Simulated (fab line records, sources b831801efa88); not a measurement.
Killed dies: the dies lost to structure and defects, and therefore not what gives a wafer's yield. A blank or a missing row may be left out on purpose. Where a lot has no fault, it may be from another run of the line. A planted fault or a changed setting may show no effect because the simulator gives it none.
fab line records	flow sky130	part 1 of 2: steps 1 to 28 of 29
record: lots: 7	wafers: 21	lastDay: 50
route steps=708 shown SONOS_ONO@176 GATE_OXIDE@187 POLY_GATE@204 PAD_OPEN@708
lots with no fault: from the same line, run without faults
startH: start of the lot's first displayed wafer, in hours after the record's first day	waitH: hours from the lot's prior step to this one	" the same as in the row above	L1.1+2: one row covering several wafers at once	- either no value or no given start	* or withheld: withheld	< > ~ a bound
route shown NAME@n: NAME is a module with steps in the file, n the number in the route of the first one	usual: mean/standard deviation of fault-free wafers	same: alike in all rows	chamber/n: place in a boat	sites: each site's reading	_std_site: their standard deviation	_edge_site: inner sites' mean taken away from outer sites' mean	radiusMm: for every site, how far away it sits from the centre of the wafer	mask NAME#n: copy n	behind: the tool/chamber that last shaped the wafer	hold: why the lot was held/for how many hours/how that ended	device: transistor that didn't switch, given as n, p or np	end of line: at the end of the route, the tests of the same wafers	where a step has no rows: the recipe by itself	killed: at the first sort, the dies lost to defects and structure; wafer yield is something else	map: a wafer's dies, marking killed ones x, the rest . and places with no die _
set.NAME: the run value of the setting; set.NAME@STEP: its run value at that earlier step	model.NAME: the simulator's own value behind a step, which no gauge read
a table for each step, a row for each wafer; lots at some steps of the route
services: from which hour (startH, from the record's first day; less than 0 if before it) a tool's chamber was out of use, for how many hours, and why
== steps ==
step: SKY_SONOS_ONO_COAT_08
recipe: resist: NOVOLAK	spinRpm: 3000	resistThkNm: 1140
step: SKY_SONOS_ONO_SOFTBAKE_09
recipe: tempC: 90	timeS: 60	resist: NOVOLAK
step: SKY_SONOS_ONO_EXPOSE_10
recipe: maskId: ONOM	targetCdNm: 410	na: 0.6	sourceShape: conventional	sigmaOuter: 0.6	doseMj: 150
step: SKY_SONOS_ONO_PEB_11
recipe: tempC: withheld	timeS: *	resist: NOVOLAK
step: SKY_SONOS_ONO_DEVELOP_12
recipe: developTimeS: 60	devTempC: 23
step: SKY_SONOS_ONO_CD_MEAS_13
recipe: targetCdNm: 410
usual: cdNm: 409.8/2.2
lot.wafer	tool	chamber	startH	waitH	cdNm
L319.1	cdSem-01	-	320.54	0.1	411.2
L319.2	"	-	"	"	410.2
L319.5	"	-	"	"	409.0
L321.2	cdSem-02	-	327.60	0.1	410.6
L321.3	"	-	"	"	410.6
L321.5	"	-	"	"	412.5
L329.3	cdSem-01	-	392.47	0.1	409.9
L329.4	"	-	"	"	410.2
L329.6	"	-	"	"	408.2
L330.1	cdSem-02	-	394.13	0.1	407.2
L330.2	"	-	"	"	406.4
L330.3	"	-	"	"	406.2
L331.1	cdSem-01	-	416.53	0.1	408.1
L331.2	"	-	"	"	409.3
L331.6	"	-	"	"	408.1
L336.2	cdSem-01	-	470.05	0.1	409.3
L336.4	"	-	"	"	409.2
L336.5	"	-	"	"	408.6
L337.1	cdSem-01	-	475.93	0.1	410.7
L337.4	"	-	"	"	408.8
L337.5	"	-	"	"	410.0
step: SKY_SONOS_ONO_OVL_MEAS_14
usual: SONOS_ONO_OVL: -0.1/1.4
lot.wafer	tool	chamber	startH	waitH	SONOS_ONO_OVL[nm]
L319.1	overlay-02	-	320.66	0.1	-0.6
L319.2	"	-	"	"	-1.5
L319.5	"	-	"	"	-0.7
L321.2	overlay-01	-	327.71	0.1	-2.1
L321.3	"	-	"	"	-0.4
L321.5	"	-	"	"	-0.1
L329.3	overlay-01	-	392.56	0.1	-0.5
L329.4	"	-	"	"	0.7
L329.6	"	-	"	"	-0.7
L330.1	overlay-01	-	394.25	0.1	0.3
L330.2	"	-	"	"	-0.9
L330.3	"	-	"	"	-0.7
L331.1	overlay-02	-	416.65	0.1	-1.0
L331.2	"	-	"	"	0.6
L331.6	"	-	"	"	0.0
L336.2	overlay-01	-	470.16	0.1	-2.9
L336.4	"	-	"	"	0.1
L336.5	"	-	"	"	0.2
L337.1	overlay-01	-	476.05	0.1	0.2
L337.4	"	-	"	"	0.6
L337.5	"	-	"	"	-0.2
step: SKY_SONOS_ONO_ETCH_15
recipe: targetDepthNm: 19.52	chemistry: CHF3/O2	sourceW: 600	biasW: 200	pressureMtorr: 40	chf3FlowSccm: 50	O2_flow_sccm: 5	timeS: 7.8
usual: chamberPressureMTorr: 40.00/0.036	drypumpMotorCurrentA: 5.5/0.45	oesProductAu: 1.003/0.0093	throttleValvePct: 8.825/0.0089
lot.wafer	tool	chamber	startH	waitH	chamberPressureMTorr	drypumpMotorCurrentA	oesProductAu	rfHoursCounterH	throttleValvePct
L319.1	rieDiel-01	1	320.70	0.0	39.97	5.1	1.007	32	8.822
L319.2	"	2	"	"	40.02	5.8	1.014	8	8.827
L319.5	"	0	"	"	39.94	5.8	1.006	-	8.815
L321.2	rieDiel-01	2	327.74	0.0	40.05	5.8	1.005	8	8.844
L321.3	"	0	"	"	39.94	5.8	1.002	67	8.830
L321.5	"	2	"	"	39.97	5.8	1.011	-	8.838
L329.3	rieDiel-03	2	392.59	0.0	40.03	5.1	1.008	15	8.829
L329.4	"	1	"	"	39.99	5.9	0.998	25	8.819
L329.6	"	3	"	"	40.05	5.3	0.997	-	8.820
L330.1	rieDiel-01	1	394.29	0.0	40.05	5.1	1.010	34	8.816
L330.2	"	0	"	"	40.04	5.8	1.018	69	8.840
L330.3	"	2	"	"	39.97	5.8	1.017	10	8.828
L331.1	rieDiel-03	2	416.69	0.0	40.04	5.1	1.015	16	8.821
L331.2	"	3	"	"	39.98	5.3	0.997	6	8.817
L331.6	"	2	"	"	39.98	5.1	1.013	-	8.832
L336.2	rieDiel-01	2	470.19	0.0	39.99	5.8	1.005	12	8.823
L336.4	"	3	"	"	40.05	5.9	1.003	5	8.812
L336.5	"	2	"	"	39.88	5.8	1.008	-	8.828
L337.1	rieDiel-01	3	476.09	0.0	40.00	5.8	1.006	6	8.814
L337.4	"	1	"	"	39.96	5.0	1.014	36	8.824
L337.5	"	3	"	"	39.97	5.8	1.005	-	8.831
step: SKY_SONOS_ONO_WET_ETCH_16
recipe: chemistry: dHF	targetDepthNm: 14	dry: n2Spin	target: SiO2	dilution: 100:1	tempC: 25	timeS: 280
step: SKY_SONOS_ONO_STRIP_17
recipe: chemistry: O2/N2	powerW: 1400	pressureMtorr: 1500	platenTempC: withheld	o2FlowSccm: 3000	n2FlowSccm: 300	overashFraction: 0.5
usual: chamberPressureMTorr: 1499.9/1.3	drypumpMotorCurrentA: 5.9/0.31	n2FlowSccm: 300.1/0.88	o2FlowSccm: 3002/8.7	oesProductAu: 0.710/0.004	stripTimeToEndpointS: 14.12/0.04
lot.wafer	tool	chamber	startH	waitH	chamberPressureMTorr	drypumpMotorCurrentA	n2FlowSccm	o2FlowSccm	oesProductAu	rfHoursCounterH	stripTimeToEndpointS
L319.1	plasmaAsher-02	0	320.91	0.0	1498.7	5.9	299.6	2982	0.706	63	14.16
L319.2	"	1	"	"	1497.8	6.3	299.4	2986	0.710	63	14.15
L319.5	"	1	"	"	1499.9	6.3	299.0	2993	0.707	-	14.13
L321.2	plasmaAsher-03	1	327.93	0.0	1498.0	5.4	302.0	3014	0.714	64	14.10
L321.3	"	1	"	"	1502.9	5.4	300.4	3000	0.715	-	14.08
L321.5	"	0	"	"	1501.6	6.1	300.0	3010	0.703	-	14.09
L329.3	plasmaAsher-02	1	392.73	0.0	1500.7	6.2	299.0	3006	0.707	-	14.10
L329.4	"	0	"	"	1500.3	5.9	300.5	2998	0.708	-	14.13
L329.6	"	1	"	"	1500.9	6.3	299.7	3000	0.707	-	14.09
L330.1	plasmaAsher-02	0	394.39	0.0	1500.6	5.8	301.0	3011	0.709	71	14.01
L330.2	"	1	"	"	1501.0	6.3	299.2	2987	0.711	71	14.06
L330.3	"	0	"	"	1499.9	5.9	299.0	3008	0.707	-	14.05
L331.1	plasmaAsher-04	0	416.80	0.0	1497.5	5.6	299.0	3009	0.710	29	14.11
L331.2	"	1	"	"	1500.4	6.1	301.1	2989	0.709	29	14.16
L331.6	"	0	"	"	1500.3	5.6	299.2	2999	0.712	-	14.07
L336.2	plasmaAsher-03	1	470.29	0.0	1499.4	5.4	300.3	2989	0.704	4	14.10
L336.4	"	1	"	"	1500.5	5.4	300.5	2979	0.708	-	14.15
L336.5	"	0	"	"	1499.8	6.1	300.3	3005	0.714	-	14.13
L337.1	plasmaAsher-04	0	476.19	0.0	1499.3	5.6	298.6	2992	0.711	36	14.06
L337.4	"	0	"	"	1498.9	5.6	300.0	3002	0.709	-	14.15
L337.5	"	1	"	"	1498.2	6.1	299.5	3008	0.716	-	14.10
step: SKY_SONOS_ONO_WET_ETCH_18
recipe: chemistry: H3PO4	targetDepthNm: 15	target: Si3N4	tempC: 160	timeS: 172
step: SKY_GATE_OXIDE_CLEAN_00
recipe: chemistry: SC1/SC2	mix: 1:4:20	tempC: 70	timeS: 150	dry: n2Spin
step: SKY_GATE_OXIDE_OXIDATION_01
recipe: tempC: 900	ambient: O2	stabiliseS: 600	purgeS: 300	targetThkA: 102.68	oxTimeS: 1473
usual: spikeTcCentreC: 900.6/1.2	zonePowerBottomPct: 28.6/1.9	zonePowerTopPct: 32/3.2	zonePowerUpperPct: 15.7/2
lot.wafer	tool	chamber	startH	waitH	spikeTcCentreC	zonePowerBottomPct	zonePowerTopPct	zonePowerUpperPct	model.SiO2_of_GATE_OXIDE_OXIDATION_01.thkNm
L319.1	furnace-02	0	322.14	1.0	900.6	26.7	29	17.8	9.936
L319.2	"	0	"	"	901.2	26.5	29	18.2	9.964
L319.5	"	0	"	"	901.9	25.9	28	17.6	9.974
L321.2	furnace-01	0	329.13	0.9	901.0	30.7	35	14.0	10.63
L321.3	"	0	"	"	899.0	29.9	36	14.3	10.5
L321.5	"	0	"	"	899.3	30.1	35	14.1	10.68
L329.3	furnace-01	0	392.90	0.0	899.7	29.9	35	13.8	9.278
L329.4	"	0	"	"	899.6	30.5	35	13.9	9.545
L329.6	"	0	"	"	901.1	30.2	35	13.9	9.55
L330.1	furnace-01	0	394.60	0.0	899.3	30.1	35	13.7	9.644
L330.2	"	0	"	"	899.6	30.0	35	13.9	9.744
L330.3	"	0	"	"	900.2	30.6	35	13.9	9.823
L331.1	furnace-01	0	417.01	0.0	901.6	29.9	35	13.9	9.333
L331.2	"	0	"	"	900.2	30.5	36	14.1	9.44
L331.6	"	0	"	"	900.7	30.2	35	13.9	9.529
L336.2	furnace-02	0	470.56	0.0	901.0	26.4	29	17.9	10.15
L336.4	"	0	"	"	902.7	26.7	29	17.9	10.18
L336.5	"	0	"	"	901.8	26.4	29	18.0	10.3
L337.1	furnace-02	0	476.40	0.0	900.9	26.5	29	18.0	10.2
L337.4	"	0	"	"	901.4	26.7	29	17.9	10.53
L337.5	"	0	"	"	899.7	26.2	28	17.9	10.31
step: SKY_GATE_OXIDE_THK_MEAS_02
recipe: reads: SiO2_of_GATE_OXIDE_OXIDATION_01
usual: GATE_OXIDE_OXIDATION_00_THK: 10.34/0.23
lot.wafer	tool	chamber	startH	waitH	hold	GATE_OXIDE_OXIDATION_00_THK[nm]
L319.1	filmMetro-02	-	323.55	0.0	-	9.96
L319.2	"	-	"	"	-	9.97
L319.5	"	-	"	"	-	10.00
L321.2	filmMetro-01	-	330.55	0.0	-	10.64
L321.3	"	-	"	"	-	10.49
L321.5	"	-	"	"	-	10.74
L329.3	filmMetro-04	-	394.33	0.0	awaitDispo/0.2h/release	9.29
L329.4	"	-	"	"	awaitDispo/0.2h/release	9.53
L329.6	"	-	"	"	awaitDispo/0.2h/release	9.55
L329.3	filmMetro-04	-	394.56	0.2	-	9.31
L329.4	"	-	"	"	-	9.54
L329.6	"	-	"	"	-	9.52
L330.1	filmMetro-01	-	396.01	0.0	-	9.64
L330.2	"	-	"	"	-	9.76
L330.3	"	-	"	"	-	9.81
L331.1	filmMetro-04	-	418.42	0.0	awaitDispo/0.2h/release	9.28
L331.2	"	-	"	"	awaitDispo/0.2h/release	9.49
L331.6	"	-	"	"	awaitDispo/0.2h/release	9.50
L331.1	filmMetro-04	-	418.65	0.2	-	9.33
L331.2	"	-	"	"	-	9.45
L331.6	"	-	"	"	-	9.50
L336.2	filmMetro-04	-	471.97	0.0	-	10.15
L336.4	"	-	"	"	-	10.21
L336.5	"	-	"	"	-	10.28
L337.1	filmMetro-01	-	477.81	0.0	-	10.27
L337.4	"	-	"	"	-	10.53
L337.5	"	-	"	"	-	10.31
step: SKY_GATE_OXIDE_HMDS_04
recipe: primeTimeS: 60	primeTempC: 120
step: SKY_GATE_OXIDE_COAT_05
recipe: resist: NOVOLAK	spinRpm: 3000	resistThkNm: 1140
step: SKY_GATE_OXIDE_SOFTBAKE_06
recipe: tempC: 90	timeS: 60	resist: NOVOLAK
step: SKY_GATE_OXIDE_EXPOSE_07
recipe: maskId: LVOM	na: 0.6	sourceShape: conventional	sigmaOuter: 0.6	polarization: unpolarized	targetCdNm: 600	doseMj: 170
step: SKY_GATE_OXIDE_PEB_08
recipe: tempC: withheld	timeS: *	resist: NOVOLAK
step: SKY_GATE_OXIDE_DEVELOP_09
recipe: resist: NOVOLAK	developer: TMAH	developTimeS: 60	devTempC: 23
step: SKY_GATE_OXIDE_OVL_MEAS_10
usual: GATE_OXIDE_OVL: 1.0/1.2
lot.wafer	tool	chamber	startH	waitH	GATE_OXIDE_OVL[nm]
L319.1	overlay-01	-	350.63	0.1	-1.0
L319.2	"	-	"	"	0.3
L319.5	"	-	"	"	-0.3
L321.2	overlay-01	-	357.24	0.1	0.7
L321.3	"	-	"	"	0.5
L321.5	"	-	"	"	1.9
L329.3	overlay-01	-	424.10	0.1	0.6
L329.4	"	-	"	"	0.8
L329.6	"	-	"	"	-0.3
L330.1	overlay-01	-	426.39	0.1	0.6
L330.2	"	-	"	"	2.0
L330.3	"	-	"	"	0.1
L331.1	overlay-01	-	449.43	0.1	1.7
L331.2	"	-	"	"	1.5
L331.6	"	-	"	"	1.2
L336.2	overlay-01	-	501.99	0.1	2.2
L336.4	"	-	"	"	2.2
L336.5	"	-	"	"	1.4
L337.1	overlay-01	-	508.33	0.1	1.4
L337.4	"	-	"	"	0.1
L337.5	"	-	"	"	-0.9
step: SKY_GATE_OXIDE_IMPLANT_11
recipe: species: B	energyKev: 10	doseCm2: 2.6e+12	tiltDeg: withheld
step: SKY_GATE_OXIDE_WET_ETCH_12
recipe: chemistry: dHF	targetDepthNm: 16.8	dry: n2Spin	target: SiO2	dilution: 100:1	tempC: 25	timeS: 336
step: SKY_GATE_OXIDE_STRIP_13
recipe: chemistry: O2/N2	powerW: 1400	pressureMtorr: 1500	platenTempC: withheld	o2FlowSccm: 3000	n2FlowSccm: 300	overashFraction: 0.5
usual: chamberPressureMTorr: 1500.0/1.4	drypumpMotorCurrentA: 5.92/0.26	n2FlowSccm: 300.0/0.86	o2FlowSccm: 2999/8.7	oesProductAu: 0.716/0.0043	stripTimeToEndpointS: 14.19/0.045
lot.wafer	tool	chamber	startH	waitH	chamberPressureMTorr	drypumpMotorCurrentA	n2FlowSccm	o2FlowSccm	oesProductAu	rfHoursCounterH	stripTimeToEndpointS
L319.1	plasmaAsher-02	1	350.92	0.0	1499.5	6.28	299.1	2997	0.721	66	14.20
L319.2	"	0	"	"	1500.6	5.90	298.9	2995	0.721	66	14.18
L319.5	"	0	"	"	1501.9	5.82	299.5	2997	0.719	-	14.20
L321.2	plasmaAsher-02	0	357.52	0.0	1500.1	5.90	301.4	2993	0.717	67	14.23
L321.3	"	0	"	"	1501.0	5.87	301.4	3005	0.722	-	14.24
L321.5	"	0	"	"	1498.4	5.92	302.0	2984	0.726	-	14.27
L329.3	plasmaAsher-02	0	424.41	0.0	1500.9	5.87	299.5	3014	0.718	-	14.22
L329.4	"	1	"	"	1501.0	6.27	300.2	3003	0.711	-	14.17
L329.6	"	0	"	"	1497.9	5.89	300.0	3012	0.711	-	14.19
L330.1	plasmaAsher-04	0	426.68	0.0	1502.8	5.56	299.5	2989	0.719	30	14.18
L330.2	"	1	"	"	1499.4	6.07	301.4	3016	0.714	30	14.18
L330.3	"	0	"	"	1500.0	5.56	298.3	3000	0.715	-	14.18
L331.1	plasmaAsher-04	1	449.72	0.0	1498.2	6.09	300.4	3010	0.712	33	14.10
L331.2	"	0	"	"	1497.4	5.55	300.4	3005	0.717	33	14.16
L331.6	"	1	"	"	1501.0	6.10	300.2	2997	0.710	-	14.13
L336.2	plasmaAsher-02	0	502.27	0.0	1497.1	5.84	301.6	2989	0.717	82	14.24
L336.4	"	0	"	"	1500.5	5.85	300.5	2997	0.713	-	14.25
L336.5	"	1	"	"	1498.3	6.26	301.1	3023	0.706	-	14.24
L337.1	plasmaAsher-02	0	508.62	0.0	1501.4	5.83	299.9	2993	0.712	83	14.08
L337.4	"	1	"	"	1501.2	6.30	300.3	2996	0.710	-	14.09
L337.5	"	0	"	"	1501.3	5.85	300.4	2990	0.710	-	14.15
step: SKY_GATE_OXIDE_TW_MEAS_14
usual: GATE_OXIDE_TW: 226.0/1
lot.wafer	tool	chamber	startH	waitH	hold	GATE_OXIDE_TW
L319.1	filmMetro-01	-	351.02	0.1	-	226.1
L319.2	"	-	"	"	-	225.9
L319.5	"	-	"	"	-	225.9
L321.2	filmMetro-01	-	357.63	0.1	-	226.3
L321.3	"	-	"	"	-	226.4
L321.5	"	-	"	"	-	225.8
L329.3	filmMetro-04	-	424.50	0.1	awaitDispo/0.2h/release	222.7
L329.4	"	-	"	"	awaitDispo/0.2h/release	223.6
L329.6	"	-	"	"	awaitDispo/0.2h/release	224.2
L329.3	filmMetro-04	-	424.72	0.2	-	223.4
L329.4	"	-	"	"	-	224.9
L329.6	"	-	"	"	-	223.3
L330.1	filmMetro-04	-	426.78	0.1	-	223.3
L330.2	"	-	"	"	-	223.8
L330.3	"	-	"	"	-	224.9
L331.1	filmMetro-01	-	449.82	0.1	awaitDispo/0.2h/release	226.1
L331.2	"	-	"	"	awaitDispo/0.2h/release	226.7
L331.6	"	-	"	"	awaitDispo/0.2h/release	226.4
L331.1	filmMetro-01	-	450.04	0.2	-	226.1
L331.2	"	-	"	"	-	225.8
L331.6	"	-	"	"	-	227.3
L336.2	filmMetro-01	-	502.38	0.1	-	227.2
L336.4	"	-	"	"	-	226.9
L336.5	"	-	"	"	-	225.7
L337.1	filmMetro-01	-	508.72	0.1	-	226.5
L337.4	"	-	"	"	-	226.2
L337.5	"	-	"	"	-	225.8
step: SKY_GATE_OXIDE_CLEAN_15
recipe: chemistry: SC1/SC2	mix: 1:4:20	tempC: 70	timeS: 150	dry: n2Spin
step: SKY_GATE_OXIDE_OXIDATION_16
recipe: tempC: 800	ambient: O2	idleTempC: 700	rampUpCPerMin: 10	rampDownCPerMin: 3	stabiliseS: 600	purgeS: 300	targetThkA: 35.7	oxTimeS: 1915
usual: spikeTcCentreC: 800.8/1.2	zonePowerBottomPct: 22.1/1.5	zonePowerTopPct: 26.5/2.7	zonePowerUpperPct: 12.5/1.6
lot.wafer	tool	chamber	startH	waitH	spikeTcCentreC	zonePowerBottomPct	zonePowerTopPct	zonePowerUpperPct	model.SiO2_of_GATE_OXIDE_OXIDATION_01.thkNm
L319.1	furnace-02	0	351.13	0.0	801.1	20.6	23.7	14.3	11.32
L319.2	"	0	"	"	801.7	20.5	24.2	14.1	11.35
L319.5	"	0	"	"	801.9	20.5	23.6	14.0	11.39
L321.2	furnace-01	0	360.48	2.7	801.7	23.7	29.2	10.8	11.97
L321.3	"	0	"	"	799.1	23.9	29.0	10.9	11.82
L321.5	"	0	"	"	801.2	23.2	29.5	10.9	12.02
L330.1	furnace-02	0	428.50	1.6	801.4	20.5	23.5	14.1	11.09
L330.2	"	0	"	"	801.6	20.6	23.8	14.1	11.14
L330.3	"	0	"	"	801.2	20.7	23.6	14.0	11.24
L329.3	furnace-02	0	430.03	0.5	803.1	20.5	23.8	14.3	10.68
L329.4	"	0	"	"	800.9	20.9	24.1	14.1	10.93
L329.6	"	0	"	"	803.2	20.4	23.7	13.9	10.97
L331.1	furnace-02	0	450.16	0.0	800.6	20.5	23.6	13.9	10.79
L331.2	"	0	"	"	802.7	20.4	23.8	14.0	10.87
L331.6	"	0	"	"	800.9	20.9	23.8	13.8	10.99
L336.2	furnace-02	0	502.49	0.0	801.1	20.2	23.9	14.1	11.49
L336.4	"	0	"	"	801.9	20.5	24.2	14.1	11.56
L336.5	"	0	"	"	801.0	20.5	23.6	14.0	11.66
L337.1	furnace-02	0	509.99	1.2	799.7	20.5	23.4	14.2	11.58
L337.4	"	0	"	"	800.3	20.9	24.1	13.8	11.87
L337.5	"	0	"	"	800.1	21.0	23.8	13.8	11.69
step: SKY_POLY_GATE_CVD_00
recipe: material: poly-Si	targetThkNm: 180	tempC: 620	timeS: 720	pressureMtorr: 200
== key ==
firstSign: step: SKY_GATE_OXIDE_THK_MEAS_02	reading: visit	direction: added
effect: step: SKY_GATE_OXIDE_THK_MEAS_02	reading: GATE_OXIDE_OXIDATION_00_THK	direction: down	sigmas: 3.4	usual: 10.34	struck: 9.54
effect: step: SKY_GATE_OXIDE_TW_MEAS_14	reading: visit	direction: added
modelEffect: step: SKY_GATE_OXIDE_OXIDATION_01	value: SiO2_of_GATE_OXIDE_OXIDATION_01.thkNm	without: 10.42	struck: 9.543
modelEffect: step: SKY_GATE_OXIDE_OXIDATION_16	value: SiO2_of_GATE_OXIDE_OXIDATION_01.thkNm	without: 11.78	struck: 10.97
modelEffect: step: SKY_PAD_OPEN_PROBE_99	value: etest.nfet_16v.rOnOhmUm	without: 1.406e+04	struck: 1.363e+04
metAt SKY_GATE_OXIDE_OXIDATION_01
struckWafers L329.3,L329.4,L329.6,L330.1,L330.2,L330.3,L331.1,L331.2,L331.6
testerLeftOut L329,L330,L331
fault: kind: processParameterDrift	tool: furnace-01	chamber: -	onsetH: 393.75	steps: SKY_GATE_OXIDE_OXIDATION_01	channel: oxTimeS	offset: *	shape: step	endH: 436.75	actsIn: *	stated: *
testerLeftOut: of these lots the tester's yield and bins aren't shown, on N5 and GAA mostly nor the transistor test; their killed dies are dies lost to structure and defects alone, not to doping, threshold or leakage, so they don't give the yield
